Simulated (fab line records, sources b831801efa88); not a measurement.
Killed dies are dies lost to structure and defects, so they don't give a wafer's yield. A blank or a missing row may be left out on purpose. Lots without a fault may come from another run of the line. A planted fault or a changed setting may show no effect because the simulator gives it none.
One fault seen from 2 desks | flow sky130 | each desk has only its own numbers; what lay behind them comes last

THE TOOL OWNER'S DESK: litho_track-01
The tool's own readings at SKY_VT_ADJUST_HVTP_DEVELOP_06 (develop time 60 s): means of the sampled wafers that have a number, for each lot that ran on this tool. A lot is out of limits, marked OUT, if its mean lies more than 4 standard deviations from the usual mean; the brackets give that distance.
Columns: A = developer_temp_C at SKY_VT_ADJUST_HVTP_DEVELOP_06, usual 23.02 C
lot  | first seen here | A
L197 | day 6 18:01     | 22.97
L205 | day 8 16:37     | 22.95
L206 | day 8 22:56     | 23.00
This desk's finding: nothing out of limits on any of the 3 lots.

THE METROLOGY DESK
What the gauges read, lot by lot, whatever tool the lot ran on: means of the sampled wafers that have a number. A lot is out of limits, marked OUT, if its mean lies more than 4 standard deviations from the usual mean; the brackets give that distance.
Columns: A = cd_nm at SKY_FIELD_ISO_CD_MEAS_13, usual 149.9 nm; B = cd_nm at SKY_VT_ADJUST_HVTP_CD_MEAS_07, usual 380.8 nm; C = VT_ADJUST_HVTP_OVL at SKY_VT_ADJUST_HVTP_OVL_MEAS_08, usual -0.4 nm; D = VT_ADJUST_HVTP_TW at SKY_VT_ADJUST_HVTP_TW_MEAS_11, usual 1359; E = VT_ADJUST_LVTN_TW at SKY_VT_ADJUST_LVTN_TW_MEAS_10, usual 241.9
lot  | first seen here | A     | B     | C    | D                    | E
L195 | day 2 05:44     | 151.5 | 380.3 | 2.6  | 1370                 | 242.5
L196 | day 2 10:14     | 150.6 | 382.0 | -2.6 | 1361                 | 244.0
L197 | day 2 15:13     | 151.5 | 380.5 | -0.5 | 1345                 | 237.7
L202 | day 3 19:53     | 151.4 | 382.3 | 1.3  | 1369                 | 243.7
L205 | day 4 07:55     | 149.4 | -     | -    | 30 (-99 or more) OUT | 242.2
L206 | day 4 14:05     | 150.9 | -     | -    | 30 (-99 or more) OUT | 242.7
L207 | day 4 20:13     | 149.7 | 378.6 | -0.1 | 1361                 | 244.0
L209 | day 5 05:39     | 152.1 | 376.5 | -2.5 | 1371                 | 241.4
L210 | day 5 12:09     | 147.9 | 382.9 | -1.0 | 1365                 | 241.4
L211 | day 5 16:37     | 150.1 | 379.9 | -0.7 | 1348                 | 242.6
L214 | day 6 08:13     | 150.6 | 377.0 | -1.2 | 1342                 | 238.7
L216 | day 6 19:34     | 151.4 | 379.6 | 2.3  | 1362                 | 243.8
L217 | day 7 05:04     | 150.0 | 376.6 | -0.4 | 1361                 | 239.9
L218 | day 7 11:04     | 149.0 | 380.2 | -1.6 | 1331                 | 239.3
This desk's finding: out of limits on L205, L206; first on L205, day 8 17:08 (VT_ADJUST_HVTP_TW at SKY_VT_ADJUST_HVTP_TW_MEAS_11). In limits: L195, L196, L197, L202, L207, L209, L210, L211, L214, L216, L217, L218.

PUT TOGETHER
The metrology desk could have raised an alarm at day 8 17:08, on L205, L206.
The tool owner's desk saw nothing out of limits.
The tool owner's desk has L205, L206 on record, within its limits.
Of the lots named, all ran SKY_VT_ADJUST_HVTP_DEVELOP_06 on litho_track-01.

WHAT THE SIMULATOR HAD PUT IN
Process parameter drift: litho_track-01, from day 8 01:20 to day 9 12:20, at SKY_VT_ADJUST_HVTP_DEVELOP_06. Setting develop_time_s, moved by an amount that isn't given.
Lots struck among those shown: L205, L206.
Hours from the fault's start to each desk's first reading out of limits: the metrology desk, 16.
